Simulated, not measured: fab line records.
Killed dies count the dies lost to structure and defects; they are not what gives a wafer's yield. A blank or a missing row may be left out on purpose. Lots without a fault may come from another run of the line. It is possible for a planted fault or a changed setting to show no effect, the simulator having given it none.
Which of the tools did it? + flow gf180mcu + Sampling: 13 lots, 39 wafers, 5 of 602 route steps

WHAT THE GAUGES SHOWED, per wafer
The record holds no reading of a measuring or inspecting step that can be judged against a usual standard deviation.

TOOL THAT RAN EACH LOT (tool first, then ch and the chambers of the sampled wafers, then the start)
| lot  | GF_M1_METAL_ETCH_16              | GF_M1_STRIP_17                      | GF_M2_SPUTTER_02            | GF_V2_ETCH_16                     | GF_V2_STRIP_18                      |
|------|----------------------------------|-------------------------------------|-----------------------------|-----------------------------------|-------------------------------------|
| L564 | rieMetal-04 ch 0,1, day 17 16:15 | plasmaAsher-02 ch 0,1, day 17 16:22 | pvdSputter-02, day 18 18:52 | rieDiel-02 ch 0,1,3, day 20 21:09 | plasmaAsher-01 ch 0,1, day 20 21:17 |
| L565 | rieMetal-04 ch 0,1, day 18 01:54 | plasmaAsher-02 ch 0,1, day 18 02:01 | pvdSputter-03, day 19 04:34 | rieDiel-04 ch 1,2,3, day 21 05:44 | plasmaAsher-01 ch 1, day 21 05:52   |
| L566 | rieMetal-03 ch 1, day 18 06:12   | plasmaAsher-03 ch 0,1, day 18 06:19 | pvdSputter-03, day 19 08:56 | rieDiel-03 ch 0,2, day 21 10:57   | plasmaAsher-04 ch 0,1, day 21 11:09 |
| L569 | rieMetal-03 ch 0,1, day 19 05:54 | plasmaAsher-04 ch 0,1, day 19 06:01 | pvdSputter-04, day 20 09:02 | rieDiel-03 ch 1,2,3, day 22 08:17 | plasmaAsher-04 ch 0,1, day 22 08:25 |
| L570 | rieMetal-03 ch 1, day 19 18:51   | plasmaAsher-02 ch 1, day 19 18:58   | pvdSputter-02, day 20 21:38 | rieDiel-03 ch 2,3, day 22 21:45   | plasmaAsher-01 ch 0, day 22 21:53   |
| L571 | rieMetal-04 ch 0, day 20 06:22   | plasmaAsher-02 ch 0,1, day 20 06:30 | pvdSputter-04, day 21 09:02 | rieDiel-02 ch 1,2,3, day 23 07:57 | plasmaAsher-04 ch 0,1, day 23 08:06 |
| L572 | rieMetal-04 ch 0, day 20 11:12   | plasmaAsher-02 ch 0,1, day 20 11:26 | pvdSputter-04, day 21 14:43 | rieDiel-02 ch 1,2, day 23 14:17   | plasmaAsher-04 ch 0,1, day 23 14:25 |
| L576 | rieMetal-03 ch 0,1, day 21 20:15 | plasmaAsher-04 ch 0,1, day 21 20:22 | pvdSputter-02, day 22 22:05 | rieDiel-02 ch 0,1,3, day 24 20:26 | plasmaAsher-02 ch 0,1, day 24 20:34 |
| L577 | rieMetal-04 ch 0,1, day 22 05:14 | plasmaAsher-03 ch 0,1, day 22 05:22 | pvdSputter-03, day 23 06:54 | rieDiel-04 ch 2,3, day 25 04:53   | plasmaAsher-02 ch 0,1, day 25 05:01 |
| L578 | rieMetal-03 ch 0,1, day 22 14:20 | plasmaAsher-03 ch 0,1, day 22 14:28 | pvdSputter-02, day 23 16:50 | rieDiel-04 ch 1,2, day 25 14:29   | plasmaAsher-04 ch 0,1, day 25 14:37 |
| L584 | rieMetal-04 ch 0,1, day 24 14:17 | plasmaAsher-04 ch 1, day 24 14:25   | pvdSputter-02, day 25 14:47 | rieDiel-04 ch 0,1,2, day 27 10:39 | plasmaAsher-01 ch 0,1, day 27 10:47 |
| L585 | rieMetal-02 ch 0,1, day 24 19:09 | plasmaAsher-03 ch 0,1, day 24 19:16 | pvdSputter-04, day 25 19:10 | rieDiel-03 ch 0,1,2, day 27 12:47 | plasmaAsher-01 ch 0,1, day 27 12:55 |
| L586 | rieMetal-04 ch 0, day 25 03:02   | plasmaAsher-03 ch 0, day 25 03:10   | pvdSputter-03, day 26 03:58 | rieDiel-02 ch 0,1,2, day 27 22:08 | plasmaAsher-01 ch 0,1, day 27 22:16 |
- GF_M1_METAL_ETCH_16: etches the open film in Cl2/BCl3, stops on SiO2, target depth 627.5 nm, time 104.6 s.
- GF_M1_STRIP_17: strips in O2/N2.
- GF_M2_SPUTTER_02: material AlCu, target thk 450 nm, time 23.9 s.
- GF_V2_ETCH_16: etches BARC in N2/H2.
- GF_V2_STRIP_18: strips in O2/N2.

WHAT THE TOOLS THEMSELVES READ (means of the sampled wafers that have a number; where no wafer has one, the mark that the record gives instead)
GF_M1_METAL_ETCH_16. Usual: drypumpMotorCurrentA 6.0 A, standard deviation 0.52; oesProductAu 0.973 a.u., standard deviation 0.0064; throttleValvePct 28.248 %, standard deviation 0.01.
| lot  | tool        | drypumpMotorCurrentA (A) | oesProductAu (a.u.) | throttleValvePct (%) | flag |
|------|-------------|--------------------------|---------------------|----------------------|------|
| L564 | rieMetal-04 | 5.8                      | 0.973               | 28.242               |      |
| L565 | rieMetal-04 | 6.1                      | 0.963               | 28.254               |      |
| L566 | rieMetal-03 | 5.1                      | 0.980               | 28.244               |      |
| L569 | rieMetal-03 | 5.7                      | 0.966               | 28.258               |      |
| L570 | rieMetal-03 | 5.1                      | 0.979               | 28.250               |      |
| L571 | rieMetal-04 | 6.4                      | 0.975               | 28.251               |      |
| L572 | rieMetal-04 | 6.4                      | 0.980               | 28.231               |      |
| L576 | rieMetal-03 | 6.2                      | 0.970               | 28.247               |      |
| L577 | rieMetal-04 | 6.1                      | 0.934               | 28.296               | OFF  |
| L578 | rieMetal-03 | 5.6                      | 0.967               | 28.256               |      |
| L584 | rieMetal-04 | 5.8                      | 0.969               | 28.248               |      |
| L585 | rieMetal-02 | 5.9                      | 0.975               | 28.251               |      |
| L586 | rieMetal-04 | 6.4                      | 0.974               | 28.241               |      |

GF_M1_STRIP_17. Usual: drypumpMotorCurrentA 5.7 A, standard deviation 0.57; heaterPowerW 354 W, standard deviation 18; oesProductAu 0.557 a.u., standard deviation 0.005; platenTempC 249.98 C, standard deviation 0.15; stripTimeToEndpointS 7.85 s, standard deviation 0.038.
| lot  | tool           | drypumpMotorCurrentA (A) | heaterPowerW (W) | oesProductAu (a.u.) | platenTempC (C) | stripTimeToEndpointS (s) | flag |
|------|----------------|--------------------------|------------------|---------------------|-----------------|--------------------------|------|
| L564 | plasmaAsher-02 | 6.0                      | 345              | 0.556               | 249.93          | 7.84                     |      |
| L565 | plasmaAsher-02 | 6.0                      | 347              | 0.558               | 250.05          | 7.84                     |      |
| L566 | plasmaAsher-03 | 5.6                      | 353              | 0.558               | 249.91          | 7.86                     |      |
| L569 | plasmaAsher-04 | 5.0                      | 364              | 0.562               | 249.83          | 7.91                     |      |
| L570 | plasmaAsher-02 | 5.7                      | 334              | 0.560               | 250.02          | 7.86                     |      |
| L571 | plasmaAsher-02 | 6.0                      | 346              | 0.560               | 249.92          | 7.85                     |      |
| L572 | plasmaAsher-02 | 6.3                      | 354              | 0.563               | 250.02          | 7.86                     |      |
| L576 | plasmaAsher-04 | 4.9                      | 352              | 0.554               | 249.86          | 7.80                     |      |
| L577 | plasmaAsher-03 | 5.9                      | 366              | 0.565               | 250.03          | 8.07                     | OFF  |
| L578 | plasmaAsher-03 | 5.9                      | 354              | 0.562               | 250.05          | 7.87                     |      |
| L584 | plasmaAsher-04 | 5.1                      | 378              | 0.555               | 250.13          | 7.79                     |      |
| L585 | plasmaAsher-03 | 5.7                      | 349              | 0.551               | 249.92          | 7.80                     |      |
| L586 | plasmaAsher-03 | 5.4                      | 342              | 0.558               | 250.04          | 7.82                     |      |

GF_M2_SPUTTER_02. Usual: throttleValvePct at 30.2 %, with a standard deviation of 1.
| lot  | tool          | throttleValvePct (%) | flag |
|------|---------------|----------------------|------|
| L564 | pvdSputter-02 | 30.5                 |      |
| L565 | pvdSputter-03 | 29.9                 |      |
| L566 | pvdSputter-03 | 30.1                 |      |
| L569 | pvdSputter-04 | 30.0                 |      |
| L570 | pvdSputter-02 | 30.4                 |      |
| L571 | pvdSputter-04 | 28.6                 |      |
| L572 | pvdSputter-04 | 29.7                 |      |
| L576 | pvdSputter-02 | 30.4                 |      |
| L577 | pvdSputter-03 | 30.4                 |      |
| L578 | pvdSputter-02 | 30.4                 |      |
| L584 | pvdSputter-02 | 30.7                 |      |
| L585 | pvdSputter-04 | 30.6                 |      |
| L586 | pvdSputter-03 | 29.4                 |      |

GF_V2_ETCH_16. Usual: drypumpMotorCurrentA 5.4 A, standard deviation 0.38; oesProductAu 0.854 a.u., standard deviation 0.0049; throttleValvePct 13.224 %, standard deviation 0.0098.
| lot  | tool       | drypumpMotorCurrentA (A) | oesProductAu (a.u.) | throttleValvePct (%) | flag |
|------|------------|--------------------------|---------------------|----------------------|------|
| L564 | rieDiel-02 | 5.4                      | 0.857               | 13.220               |      |
| L565 | rieDiel-04 | 5.5                      | 0.849               | 13.222               |      |
| L566 | rieDiel-03 | 5.1                      | 0.857               | 13.229               |      |
| L569 | rieDiel-03 | 5.1                      | 0.857               | 13.239               |      |
| L570 | rieDiel-03 | 5.2                      | 0.855               | 13.230               |      |
| L571 | rieDiel-02 | 5.6                      | 0.855               | 13.213               |      |
| L572 | rieDiel-02 | 5.9                      | 0.858               | 13.224               |      |
| L576 | rieDiel-02 | 5.4                      | 0.852               | 13.229               |      |
| L577 | rieDiel-04 | 5.6                      | 0.857               | 13.221               |      |
| L578 | rieDiel-04 | 5.4                      | 0.853               | 13.225               |      |
| L584 | rieDiel-04 | 5.2                      | 0.856               | 13.229               |      |
| L585 | rieDiel-03 | 5.1                      | 0.851               | 13.217               |      |
| L586 | rieDiel-02 | 5.7                      | 0.854               | 13.218               |      |

GF_V2_STRIP_18. Usual: drypumpMotorCurrentA 5.3 A, standard deviation 0.46; heaterPowerW 354 W, standard deviation 36; oesProductAu 0.593 a.u., standard deviation 0.0048; platenTempC 250.01 C, standard deviation 0.19.
| lot  | tool           | drypumpMotorCurrentA (A) | heaterPowerW (W) | oesProductAu (a.u.) | platenTempC (C) | flag |
|------|----------------|--------------------------|------------------|---------------------|-----------------|------|
| L564 | plasmaAsher-01 | 5.3                      | 368              | 0.592               | 250.05          |      |
| L565 | plasmaAsher-01 | 5.4                      | 403              | 0.594               | 250.04          |      |
| L566 | plasmaAsher-04 | 5.0                      | 351              | 0.592               | 249.89          |      |
| L569 | plasmaAsher-04 | 5.0                      | 348              | 0.593               | 250.10          |      |
| L570 | plasmaAsher-01 | 5.1                      | 304              | 0.593               | 249.96          |      |
| L571 | plasmaAsher-04 | 5.0                      | 361              | 0.596               | 249.99          |      |
| L572 | plasmaAsher-04 | 5.0                      | 368              | 0.589               | 249.81          |      |
| L576 | plasmaAsher-02 | 6.3                      | 351              | 0.593               | 249.95          |      |
| L577 | plasmaAsher-02 | 6.3                      | 362              | 0.598               | 250.21          |      |
| L578 | plasmaAsher-04 | 5.0                      | 344              | 0.596               | 250.07          |      |
| L584 | plasmaAsher-01 | 5.3                      | 371              | 0.592               | 250.05          |      |
| L585 | plasmaAsher-01 | 5.2                      | 339              | 0.588               | 250.24          |      |
| L586 | plasmaAsher-01 | 5.3                      | 376              | 0.595               | 250.13          |      |

THE ANSWER, worked out from the rows above alone
Rule: a lot counts as off when the mean over its wafers that have a number is more than 3 standard deviations away from the usual mean. Also off: a lot with no number at a reading for which 4 or more lots have one. The other lots that the step has rows for count as sound. The gauges are gone through in route order, then the tools' own readings, and for those a lot's mean is taken as printed above. The first step at which some lot is off is used, and at that step the reading that is off furthest; a lot without a number counts as furthest.
Off at GF_M1_METAL_ETCH_16 (oesProductAu): L577.
If a tool, at that step or one of the process steps before it, ran each lot that is off and ran no sound lot following the first of them, it fits. Not one of the candidates tried fits.

WHAT HAD BEEN PUT IN BY THE SIMULATOR
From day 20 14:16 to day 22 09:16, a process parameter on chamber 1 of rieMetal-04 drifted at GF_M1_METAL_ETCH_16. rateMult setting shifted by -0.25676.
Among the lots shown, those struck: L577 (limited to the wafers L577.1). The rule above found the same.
